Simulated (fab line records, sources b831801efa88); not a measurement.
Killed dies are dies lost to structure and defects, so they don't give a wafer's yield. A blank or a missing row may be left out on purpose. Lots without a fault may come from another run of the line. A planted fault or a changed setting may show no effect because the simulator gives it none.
fab line records | flow sky130
record lots=13 wafers=39 last_day=50
route steps=708 shown VT_ADJUST_NCORE@129 VT_ADJUST_HVTR@135 VT_ADJUST_PCH@150 SONOS_TUNNEL@166
lots that met no fault: from a run of the same line without faults
start_h: hours from the record's first day to the start of the lot's first wafer shown | wait_h: hours since the lot's step before | " the same as in the row above | L1.1+2: a row that stands for several wafers | - no value, or no start given | * or withheld: withheld | < > ~ a bound
route shown NAME@n: a module of which the file shows steps, and the number in the route of the first | usual: mean/standard deviation of fault-free wafers | same: alike in all rows | chamber/n: place in a boat | sites: the reading at each site | _std_site: their standard deviation | _edge_site: outer sites' mean less inner sites' | radius_mm: how far each site lies from the wafer's centre | mask NAME#n: copy n | behind: the tool/chamber that last shaped the wafer | hold: why the lot was held/for how many hours/how that ended | device: the transistor (n, p or np) that didn't switch | end of line: the same wafers' tests at the end of the route | a step without rows: its recipe alone | killed: dies lost to structure and defects at the first sort, not the wafer's yield | map: a wafer's dies, x killed, . not, _ none there
set.NAME: the setting as run; set.NAME@STEP: as run at that earlier step | model.NAME: the simulator's own value behind a step, which no gauge read
steps of the route over a sample of lots; a table a step, a row a wafer
services: from which hour (start_h, from the record's first day; less than 0 if before it) a tool's chamber was out of use, for how many hours, and why
## steps
# step SKY_VT_ADJUST_NCORE_STRIP_10
# recipe chemistry=O2/N2 power_w=1400 pressure_mtorr=1500 platen_temp_c=withheld o2_flow_sccm=3000 n2_flow_sccm=300 overash_fraction=0.5
# usual drypump_motor_current_A=5.7/0.44 o2_flow_sccm=3000/7.7 oes_product_au=0.716/0.0041 strip_time_to_endpoint_s=14.20/0.038
# columns lot.wafer tool chamber start_h wait_h drypump_motor_current_A o2_flow_sccm oes_product_au rf_hours_counter_h strip_time_to_endpoint_s
L699.1 plasma_asher-02 1 181.97 0.1 5.9 3001 0.726 48 14.17
L699.2 " 0 " " 5.8 2995 0.721 48 14.16
L699.5 " 1 " " 5.9 2998 0.715 - 14.11
L700.2 plasma_asher-04 0 190.00 0.1 6.2 3004 0.720 7 14.19
L700.3 " 0 " " 6.2 3013 0.709 - 14.20
L700.6 " 1 " " 5.0 3018 0.711 - 14.24
L701.1 plasma_asher-01 1 193.89 0.1 5.9 3003 0.717 50 14.21
L701.5 " 1 " " 6.0 2997 0.715 - 14.15
L701.6 " 0 " " 5.3 2995 0.710 - 14.15
L702.1 plasma_asher-04 1 197.20 0.1 5.0 3002 0.724 8 14.22
L702.2 " 0 " " 6.2 3009 0.712 8 14.15
L702.5 " 0 " " 6.2 3003 0.718 - 14.18
L703.4 plasma_asher-02 1 209.65 0.1 5.9 2994 0.719 - 14.21
L703.5 " 0 " " 5.8 2979 0.716 - 14.25
L703.6 " 1 " " 5.9 3010 0.718 - 14.21
L706.1 plasma_asher-04 1 251.85 0.1 5.0 3006 0.714 13 14.17
L706.2 " 0 " " 6.2 2999 0.720 13 14.16
L706.4 " 0 " " 6.2 2992 0.718 - 14.15
L714.1 plasma_asher-04 1 290.40 0.1 5.0 3007 0.720 16 14.20
L714.5 " 1 " " 5.0 3012 0.714 - 14.18
L714.6 " 0 " " 6.2 2992 0.713 - 14.19
L715.1 plasma_asher-04 1 299.47 0.1 5.0 2997 0.721 17 14.22
L715.2 " 0 " " 6.2 3005 0.714 17 14.20
L715.4 " 0 " " 6.2 3004 0.715 - 14.21
L718.3 plasma_asher-02 0 319.48 0.1 5.8 3013 0.721 - 14.23
L718.4 " 1 " " 5.9 2989 0.722 - 14.22
L718.5 " 1 " " 5.9 2988 0.716 - 14.20
L719.1 plasma_asher-04 1 322.25 0.1 5.0 3006 0.711 19 14.26
L719.2 " 0 " " 6.3 3004 0.716 19 14.19
L719.3 " 0 " " 6.2 2988 0.715 - 14.18
L720.1 plasma_asher-02 0 331.20 0.1 5.8 3006 0.709 62 14.29
L720.4 " 0 " " 5.8 3003 0.719 - 14.29
L720.5 " 0 " " 5.8 3020 0.711 - 14.29
L721.2 plasma_asher-04 1 340.32 0.1 5.0 2996 0.713 21 14.17
L721.4 " 1 " " 5.0 2998 0.721 - 14.15
L721.5 " 1 " " 5.0 2997 0.718 - 14.21
L722.3 plasma_asher-04 0 344.95 0.1 6.3 2994 0.715 - 14.16
L722.4 " 1 " " 5.0 3000 0.719 - 14.22
L722.6 " 1 " " 5.0 2999 0.723 - 14.20
# step SKY_VT_ADJUST_HVTR_EXPOSE_04
# recipe mask_id=HVTRM target_cd_nm=380 na=0.6 source_shape=conventional sigma_outer=0.6 dose_mj=150
# columns lot.wafer tool chamber start_h wait_h mask
L699.1+2+5 iline_stepper-02 0 193.16 - HVTRM#0
L700.2+3+6 iline_stepper-02 0 201.13 - HVTRM#0
L701.1+5+6 iline_stepper-01 0 204.42 - HVTRM#0
L702.1+2+5 iline_stepper-02 0 208.15 - HVTRM#0
L703.4+5+6 iline_stepper-02 0 220.45 - HVTRM#0
L706.1+2+4 iline_stepper-02 0 263.74 - TUNM#0
L714.1+5+6 iline_stepper-02 0 303.52 - HVTRM#0
L715.1+2+4 iline_stepper-01 0 312.30 - HVTRM#0
L718.3+4+5 iline_stepper-02 0 332.88 - HVTRM#0
L719.1+2+3 iline_stepper-02 0 335.44 - HVTRM#0
L720.1+4+5 iline_stepper-02 0 344.34 - HVTRM#0
L721.2+4+5 iline_stepper-02 0 354.16 - HVTRM#0
L722.3+4+6 iline_stepper-02 0 358.68 - HVTRM#0
# step SKY_VT_ADJUST_HVTR_CD_MEAS_07
# recipe target_cd_nm=380
# usual cd_nm=380.8/2.5
# columns lot.wafer tool chamber start_h wait_h cd_nm
L699.1 cd_sem-01 - 203.53 0.1 378.7
L699.2 " - " " 374.6
L699.5 " - " " 377.5
L700.2 cd_sem-02 - 211.91 0.1 376.9
L700.3 " - " " 378.2
L700.6 " - " " 376.3
L701.1 cd_sem-01 - 215.91 0.1 378.7
L701.5 " - " " 379.1
L701.6 " - " " 378.8
L702.1 cd_sem-01 - 219.06 0.1 375.7
L702.2 " - " " 378.0
L702.5 " - " " 380.8
L703.4 cd_sem-01 - 231.32 0.1 382.2
L703.5 " - " " 381.9
L703.6 " - " " 381.5
L706.1 cd_sem-02 - 275.61 0.1 -
L706.2 " - " " -
L706.4 " - " " -
L714.1 cd_sem-02 - 316.66 0.1 383.7
L714.5 " - " " 382.0
L714.6 " - " " 386.9
L715.1 cd_sem-02 - 325.56 0.1 379.8
L715.2 " - " " 382.7
L715.4 " - " " 382.4
L718.3 cd_sem-02 - 345.68 0.1 380.8
L718.4 " - " " 383.7
L718.5 " - " " 383.6
L719.1 cd_sem-01 - 348.99 0.1 380.2
L719.2 " - " " 380.3
L719.3 " - " " 380.0
L720.1 cd_sem-01 - 357.74 0.1 382.2
L720.4 " - " " 383.4
L720.5 " - " " 381.8
L721.2 cd_sem-01 - 367.53 0.1 381.8
L721.4 " - " " 382.7
L721.5 " - " " 381.8
L722.3 cd_sem-02 - 372.92 0.1 379.8
L722.4 " - " " 381.2
L722.6 " - " " 379.7
# step SKY_VT_ADJUST_HVTR_TW_MEAS_11
# usual VT_ADJUST_HVTR_TW=209.7/1.1
# columns lot.wafer tool chamber start_h wait_h VT_ADJUST_HVTR_TW
L699.1 film_metro-04 - 203.93 0.1 210.0
L699.2 " - " " 210.5
L699.5 " - " " 209.3
L700.2 film_metro-02 - 212.31 0.1 208.2
L700.3 " - " " 209.1
L700.6 " - " " 209.3
L701.1 film_metro-03 - 216.32 0.1 210.5
L701.5 " - " " 210.2
L701.6 " - " " 210.9
L702.1 film_metro-02 - 219.47 0.1 209.1
L702.2 " - " " 208.5
L702.5 " - " " 208.4
L703.4 film_metro-02 - 231.70 0.1 207.9
L703.5 " - " " 209.4
L703.6 " - " " 208.6
L706.1 film_metro-03 - 276.02 0.1 29.9
L706.2 " - " " 30.0
L706.4 " - " " 30.0
L714.1 film_metro-02 - 317.07 0.1 207.6
L714.5 " - " " 210.3
L714.6 " - " " 210.7
L715.1 film_metro-02 - 325.97 0.1 209.0
L715.2 " - " " 208.9
L715.4 " - " " 208.3
L718.3 film_metro-02 - 346.07 0.1 207.8
L718.4 " - " " 208.8
L718.5 " - " " 208.6
L719.1 film_metro-04 - 349.40 0.1 211.2
L719.2 " - " " 210.8
L719.3 " - " " 210.6
L720.1 film_metro-03 - 358.15 0.1 209.7
L720.4 " - " " 209.1
L720.5 " - " " 209.5
L721.2 film_metro-02 - 367.93 0.1 210.1
L721.4 " - " " 209.1
L721.5 " - " " 208.8
L722.3 film_metro-02 - 373.30 0.1 208.9
L722.4 " - " " 209.1
L722.6 " - " " 208.4
# step SKY_VT_ADJUST_PCH_OVL_MEAS_07
# usual VT_ADJUST_PCH_OVL=-1.4/1.3
# columns lot.wafer tool chamber start_h wait_h VT_ADJUST_PCH_OVL[nm]
L699.1 overlay-01 - 226.39 - -0.9
L699.2 " - " " -3.1
L699.5 " - " " 0.0
L700.2 overlay-02 - 234.48 - -3.3
L700.3 " - " " -2.9
L700.6 " - " " -4.5
L701.1 overlay-01 - 238.78 - -1.0
L701.5 " - " " 0.4
L701.6 " - " " 0.4
L702.1 overlay-02 - 242.39 - -3.4
L702.2 " - " " -2.5
L702.5 " - " " -4.1
L703.4 overlay-01 - 255.21 - -0.5
L703.5 " - " " -0.7
L703.6 " - " " 0.5
L706.1 overlay-02 - 302.39 - -2.3
L706.2 " - " " -1.5
L706.4 " - " " -1.8
L714.1 overlay-01 - 343.74 - 0.0
L714.5 " - " " 0.2
L714.6 " - " " -0.9
L715.1 overlay-02 - 353.64 - -0.4
L715.2 " - " " 1.1
L715.4 " - " " -0.8
L718.3 overlay-02 - 373.94 - 0.2
L718.4 " - " " -2.6
L718.5 " - " " -1.6
L719.1 overlay-02 - 376.74 - -2.0
L719.2 " - " " -1.5
L719.3 " - " " -0.9
L720.1 overlay-01 - 386.44 - -1.6
L720.4 " - " " -2.8
L720.5 " - " " -2.2
L721.2 overlay-01 - 396.85 - -0.5
L721.4 " - " " -0.3
L721.5 " - " " 0.2
L722.3 overlay-01 - 401.40 - -1.7
L722.4 " - " " -0.4
L722.6 " - " " -2.5
# step SKY_VT_ADJUST_PCH_STRIP_09
# recipe chemistry=O2/N2 power_w=1400 pressure_mtorr=1500 platen_temp_c=withheld o2_flow_sccm=3000 n2_flow_sccm=300 overash_fraction=0.5
# usual drypump_motor_current_A=5.6/0.4 o2_flow_sccm=3001/9.5 oes_product_au=0.722/0.0045 strip_time_to_endpoint_s=36.92/0.11
# columns lot.wafer tool chamber start_h wait_h drypump_motor_current_A o2_flow_sccm oes_product_au rf_hours_counter_h strip_time_to_endpoint_s
L699.1 plasma_asher-01 0 226.58 0.1 5.3 3007 0.722 53 36.96
L699.2 " 1 " " 5.9 3014 0.722 53 36.91
L699.5 " 0 " " 5.3 3002 0.725 - 36.94
L700.2 plasma_asher-01 0 234.66 0.1 5.3 3011 0.730 54 36.90
L700.3 " 0 " " 5.3 3010 0.727 - 37.04
L700.6 " 0 " " 5.3 2995 0.726 - 36.91
L701.1 plasma_asher-03 0 238.96 0.1 4.8 3005 0.717 43 36.91
L701.5 " 1 " " 6.1 3013 0.732 - 36.85
L701.6 " 0 " " 4.8 2996 0.709 - 36.83
L702.1 plasma_asher-01 0 242.58 0.1 5.3 2996 0.725 55 37.03
L702.2 " 1 " " 5.9 3017 0.722 55 36.86
L702.5 " 1 " " 5.9 3008 0.720 - 36.85
L703.4 plasma_asher-02 1 255.41 0.1 5.9 3002 0.728 - 37.03
L703.5 " 1 " " 5.9 3014 0.723 - 36.93
L703.6 " 0 " " 5.8 2980 0.721 - 36.94
L706.1 plasma_asher-02 0 302.58 0.1 5.8 2994 0.723 60 37.14
L706.2 " 1 " " 5.9 3002 0.723 60 37.09
L706.4 " 0 " " 5.8 2997 0.721 - 37.09
L714.1 plasma_asher-01 0 343.93 0.1 5.3 2994 0.720 65 36.84
L714.5 " 0 " " 5.3 2997 0.717 - 36.78
L714.6 " 1 " " 6.0 3006 0.721 - 36.83
L715.1 plasma_asher-01 0 353.83 0.1 5.3 3006 0.719 66 36.87
L715.2 " 1 " " 5.9 2997 0.727 66 36.85
L715.4 " 1 " " 6.0 2993 0.717 - 36.80
L718.3 plasma_asher-01 0 374.15 0.1 5.3 3004 0.716 - 36.98
L718.4 " 1 " " 6.0 3014 0.723 - 36.98
L718.5 " 0 " " 5.3 3001 0.714 - 36.98
L719.1 plasma_asher-02 0 376.93 0.1 5.8 2989 0.727 67 36.82
L719.2 " 1 " " 5.9 3003 0.726 67 36.90
L719.3 " 0 " " 5.8 3008 0.725 - 36.86
L720.1 plasma_asher-02 0 386.63 0.1 5.8 3017 0.717 68 36.91
L720.4 " 0 " " 5.7 2998 0.726 - 36.95
L720.5 " 1 " " 5.9 3023 0.722 - 36.94
L721.2 plasma_asher-01 1 397.03 0.1 5.9 2998 0.719 71 36.95
L721.4 " 1 " " 5.9 2993 0.717 - 36.88
L721.5 " 1 " " 5.9 2986 0.724 - 36.85
L722.3 plasma_asher-03 0 401.61 0.1 4.8 2970 0.722 - 36.95
L722.4 " 1 " " 6.1 3012 0.720 - 37.10
L722.6 " 0 " " 4.9 2975 0.727 - 37.14
# step SKY_SONOS_TUNNEL_TW_MEAS_12
# usual SONOS_TUNNEL_TW=196.2/1
# columns lot.wafer tool chamber start_h wait_h SONOS_TUNNEL_TW
L699.1 film_metro-03 - 249.63 0.0 197.8
L699.2 " - " " 195.4
L699.5 " - " " 197.5
L700.2 film_metro-02 - 258.57 0.0 194.2
L700.3 " - " " 194.8
L700.6 " - " " 195.0
L701.1 film_metro-02 - 263.07 0.0 195.0
L701.5 " - " " 195.6
L701.6 " - " " 194.2
L702.1 film_metro-03 - 267.39 0.0 196.4
L702.2 " - " " 195.8
L702.5 " - " " 196.3
L703.4 film_metro-03 - 280.41 0.0 195.3
L703.5 " - " " 197.1
L703.6 " - " " 197.3
L706.1 film_metro-03 - 328.64 0.0 249.1
L706.2 " - " " 247.4
L706.4 " - " " 248.3
L714.1 film_metro-03 - 371.47 0.0 197.3
L714.5 " - " " 196.9
L714.6 " - " " 196.6
L715.1 film_metro-01 - 382.46 0.0 194.6
L715.2 " - " " 196.4
L715.4 " - " " 196.5
L718.3 film_metro-03 - 402.94 0.0 198.1
L718.4 " - " " 196.8
L718.5 " - " " 196.6
L719.1 film_metro-03 - 406.56 0.0 196.8
L719.2 " - " " 197.0
L719.3 " - " " 197.4
L720.1 film_metro-03 - 416.04 0.0 194.5
L720.4 " - " " 194.1
L720.5 " - " " 194.4
L721.2 film_metro-02 - 426.70 0.0 194.9
L721.4 " - " " 195.8
L721.5 " - " " 195.3
L722.3 film_metro-01 - 431.05 0.0 195.0
L722.4 " - " " 195.6
L722.6 " - " " 196.5
## services
# columns tool chamber start_h hours kind
iline_stepper-02 - 175.01 0.7 repair
iline_stepper-02 - 203.64 1.7 pm
plasma_asher-04 - 240.67 2.2 repair
plasma_asher-02 - 271.89 3.8 repair
plasma_asher-01 - 303.03 1.1 repair
iline_stepper-01 - 304.89 1.7 pm
iline_stepper-02 0 313.33 - calibration
iline_stepper-02 - 324.09 1.9 repair
iline_stepper-01 - 325.44 1.1 repair
plasma_asher-02 - 332.98 3.5 repair
iline_stepper-01 0 333.40 - calibration
plasma_asher-03 - 345.43 14.6 pm
plasma_asher-02 - 352.09 2.6 repair
iline_stepper-02 - 374.92 1.1 repair
## key
first_sign step=SKY_VT_ADJUST_HVTR_EXPOSE_04 reading=mask direction=changed
effect step=SKY_VT_ADJUST_HVTR_CD_MEAS_07 reading=cd_nm direction=missing
effect step=SKY_VT_ADJUST_HVTR_TW_MEAS_11 reading=VT_ADJUST_HVTR_TW direction=down sigmas=99+ usual=209.7 struck=30.0
effect step=SKY_SONOS_TUNNEL_TW_MEAS_12 reading=SONOS_TUNNEL_TW direction=up sigmas=51 usual=196.2 struck=248.3
met_at SKY_VT_ADJUST_HVTR_EXPOSE_04
struck_lots L706
sort_left_out L706.1,L706.2,L706.4
tester_left_out L706
not_acting_at SKY_VT_ADJUST_NCORE_STRIP_10,SKY_VT_ADJUST_PCH_OVL_MEAS_07,SKY_VT_ADJUST_PCH_STRIP_09
onset_between 220.45 263.74
fault kind=wrong_mask tool=any chamber=- onset_h=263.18 steps=SKY_VT_ADJUST_HVTR_EXPOSE_04 aux_copy=TUNM#0 scope=struck_lots_only
# tester_left_out: of these lots the tester's yield and bins aren't shown, on N5 and GAA mostly nor the transistor test; their killed dies are dies lost to structure and defects alone, not to doping, threshold or leakage, so they don't give the yield
# sort_left_out: the simulated sort isn't trusted on such a fault, so these wafers' sort isn't shown, and their yield isn't known
